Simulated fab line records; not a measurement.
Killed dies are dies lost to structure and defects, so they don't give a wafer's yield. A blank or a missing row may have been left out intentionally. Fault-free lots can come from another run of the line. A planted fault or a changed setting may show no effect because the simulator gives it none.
A struck lot beside a sound one -- flow gf180mcu -- 14 steps out of a route of 602
Sound: wafers L892.1, L892.2, L892.4. Wafers L900.1, L900.3, L900.4 were the ones struck. At the end, the cause is stated.
Order at every step that has rows: each side's tool, ch and its chambers, its first start. Under that, the readings that differ: sound wafers -- struck wafers -- difference of the means -- sigmas: that difference in standard deviations of wafers without a fault.
alike: same words and numbers on both sides, and readings whose means sit less than 2 such deviations apart. not compared: any withheld reading, any reading some wafer has no value for, any bound like >300 that may hide the same value, and any number with overlapping values for which the record gives no deviation.
The two part at a step that has a row with sigmas, a row that says differs or no value, or rows on one side only. Non-overlapping numbers with no deviation appear without sigmas and do not part them. A reading missing from all wafers of one side parts the sides only when that side holds two or more wafers.

GF_V3_CMP_26: polishes, stops on SiO2, t overpolish 15 s, target thk 0 nm.
  sound on cmp-01 ch 0,1,3, day 22 23:21; struck on cmp-01 ch 1,2,3, day 25 20:25
  alike: motor current A, overpolish run s, time to endpoint s
GF_M4_SPUTTER_00: material Ti, target thk 37.5 nm, time 150 s.
  sound: pvd sputter-04 at day 22 23:39; struck: pvd sputter-03 at day 25 20:43
  alike: cathode dc power W, throttle valve pct
then, 1 step without rows for these wafers: GF_M4_SPUTTER_01 (material TiN, target thk 30 nm, time 25 s).
GF_M4_SPUTTER_02: material AlCu, target thk 450 nm, time 23.9 s.
  sound: pvd sputter-04 at day 22 23:47; struck: pvd sputter-03 at day 25 20:51
  alike: cathode dc power W, throttle valve pct
GF_M4_SPUTTER_03: material Ti, target thk 10 nm, time 6.7 s.
  sound: pvd sputter-04 at day 22 23:49; struck: pvd sputter-03 at day 25 20:53
  alike: cathode dc power W, throttle valve pct
GF_M4_SPUTTER_04: material TiN, target thk 50 nm, time 41.7 s.
  sound: pvd sputter-04 at day 22 23:50; struck: pvd sputter-03 at day 25 20:54
  alike: cathode dc power W, throttle valve pct
GF_M4_RS_MEAS_05: the measuring method here is four-point-probe.
  sound: film metro-04 at day 22 23:52; struck: film metro-03 at day 25 20:56
  alike: M4_ALCU_RS
GF_M4_THK_MEAS_06: measures by xrf.
  sound: film metro-04 at day 22 23:59; struck: film metro-03 at day 25 21:04
  alike: M4_ALCU_THK
then, 4 steps without rows for these wafers: GF_M4_DEHYDRATE_07 (time 60 s); GF_M4_HMDS_08 (prime time 60 s); GF_M4_COAT_09 (resist thk 1000 nm); GF_M4_SOFTBAKE_10 (time 60 s).
GF_M4_EXPOSE_11: exposes mask Metal4, target cd 280 nm.
  struck on krf scanner-02, day 26 07:23; sound on krf scanner-01 ch 0, day 23 11:17
  no value came back on the struck wafers for exposure dose mJ cm2, focus offset nm (nm), reticle temp C (C); on the sound wafers exposure dose mJ cm2 reads 28.01 27.99 27.97
  alike: mask
then, 1 step without rows for these wafers: GF_M4_PEB_12 (peb time 90 s).

== WHERE THEY PART ==
Only at GF_M4_EXPOSE_11, within this record.

WHY: whatever the simulator had introduced
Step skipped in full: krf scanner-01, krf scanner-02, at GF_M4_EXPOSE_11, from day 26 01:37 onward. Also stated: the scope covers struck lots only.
